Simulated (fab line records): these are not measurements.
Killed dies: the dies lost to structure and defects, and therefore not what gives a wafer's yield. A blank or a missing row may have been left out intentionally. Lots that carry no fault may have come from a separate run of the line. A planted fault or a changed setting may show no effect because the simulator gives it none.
A struck lot beside a sound one    flow sky130    16 steps out of a route of 708
Sound: the wafers L628.1, L628.2, L628.3. The struck wafers were L635.1, L635.2, L635.3. The cause is given at the end.
Per side, at each step with rows, come the tool, then ch with its chambers, and then its first start. Under that, the readings that differ: sound wafers    struck wafers    difference of the means    sigmas: that difference in standard deviations of wafers without a fault.
alike: readings whose means differ by less than 2 such deviations, and words and numbers that are the same on both sides. not compared: withheld readings, readings that some wafer has no value for, bounds like >300 that may hide the same value, and numbers for which the record gives no deviation and whose values overlap.
A row with sigmas, a row that says differs or no value, or rows on one side alone: a step with any of these is where the two part. Non-overlapping numbers with no deviation appear without sigmas and do not part them. A reading missing from all wafers of one side parts the sides only when that side holds two or more wafers.

first, 1 step without rows for these wafers: SKY_FIELD_ISO_CVD_03 (deposits Si3N4 from DCS/NH3, target thk 165 nm, time 2830 s).
SKY_FIELD_ISO_THK_MEAS_04:
  sound: film-metro-02 at day 4 02:51; struck: film-metro-02 at day 5 13:37
reading                    sound              struck             difference  sigmas
FIELD_ISO_CVD_03_THK (nm)  163.3 162.9 162.6  167.7 167.1 168.1  +4.7        +3
then, 8 steps without rows for these wafers: SKY_FIELD_ISO_DEHYDRATE_05 (time 60 s); SKY_FIELD_ISO_HMDS_06 (prime time 61.96 s); SKY_FIELD_ISO_COAT_07 (resist thk 60 nm); SKY_FIELD_ISO_COAT_08 (resist thk 450 nm); SKY_FIELD_ISO_SOFTBAKE_09 (time 90 s); SKY_FIELD_ISO_EXPOSE_10 (exposes mask FOM, target cd 150 nm); SKY_FIELD_ISO_PEB_11; SKY_FIELD_ISO_DEVELOP_12 (develop time 60 s).
SKY_FIELD_ISO_CD_MEAS_13 targets a cd of 150 nm.
  sound: cd-sem-02 at day 4 19:50; struck: cd-sem-02 at day 6 07:34
  alike: cd-nm
SKY_FIELD_ISO_ETCH_14: etches BARC in N2/H2, stops on SiO2, time 45.9 s, target depth 60 nm.
  sound on rie-diel-03 ch 0,1,2, day 4 19:57; struck on rie-diel-02 ch 0,1,3, day 6 07:41
reading                 sound   struck      difference  sigmas
rf-hours-counter-h (h)  6 59 2  63 127 109  +77         
  alike: drypump-motor-current-A, oes-product-au, rf-fwd-power-W, throttle-valve-pct
SKY_FIELD_ISO_ETCH_15: etches the open film in CHF3/O2, stops on Si, target depth 180 nm, time 72 s.
  sound on rie-diel-03 ch 0,1,2, day 4 19:59; struck on rie-diel-02 ch 0,1,3, day 6 07:44
reading                                           sound              struck             difference  sigmas
oes-product-au (a.u.)                             0.930 0.939 0.946  0.903 0.882 0.866  -0.055      -7
rf-hours-counter-h (h)                            6 59 2             63 127 109         +77         
model.KrF-thick_of_FIELD_ISO_COAT_08.thk-nm (nm)  231.5 239.3 239.3  262.4 267 273.2    +30.8       
model.etch.depth-nm (nm)                          163.3 162.9 162.5  152.2 147.3 142.9  -15.4       
  alike: drypump-motor-current-A, rf-fwd-power-W, throttle-valve-pct
SKY_FIELD_ISO_STRIP_16: strips in O2/N2.
  sound on plasma-asher-02 ch 0,1, day 4 20:03; struck on plasma-asher-01 ch 0,1, day 6 07:47
reading                       sound           struck          difference  sigmas
strip-time-to-endpoint-s (s)  3.50 3.58 3.57  3.82 3.87 3.95  +0.33       +6
  alike: drypump-motor-current-A, oes-product-au
  not compared: rf-hours-counter-h
SKY_FIELD_ISO_ETCH_17: etches Si in HBr/Cl2/O2, target depth 342 nm, time 97.7 s.
  sound on rie-si-01 ch 1,2,3, day 4 20:09; struck on rie-si-01 ch 0,1,3, day 6 07:53
  alike: drypump-motor-current-A, oes-product-au, rf-fwd-power-W, throttle-valve-pct
  not compared: rf-hours-counter-h
-- a jump in the record: the struck wafers' starts before and after are 44 days apart (it breaks off in module FIELD_ISO and resumes in module PAD_OPEN, where the first step shown is number 708 of the route) --
SKY_PAD_OPEN_PROBE_99:
  sound: prober-02 at day 49 02:04; struck: prober-01 at day 50 01:26
reading              sound     struck       difference  sigmas
killed-at-contacts   26 34 33  20 24 18     -10         -2
killed-at-front-end  17 9 15   350 422 428  +386        +88
killed-dies          91 97 94  418 492 492  +373        +41
killed-on-rim        13 21 18  54 96 96     +65         +15
  alike: killed_at_M0_to_M3, killed_at_M4_up, killed-at-other, killed-open, killed-short

WHERE THEY PART
Last at SKY_PAD_OPEN_PROBE_99 as far as this record goes, first at SKY_FIELD_ISO_THK_MEAS_04.

WHY: whatever the simulator had introduced
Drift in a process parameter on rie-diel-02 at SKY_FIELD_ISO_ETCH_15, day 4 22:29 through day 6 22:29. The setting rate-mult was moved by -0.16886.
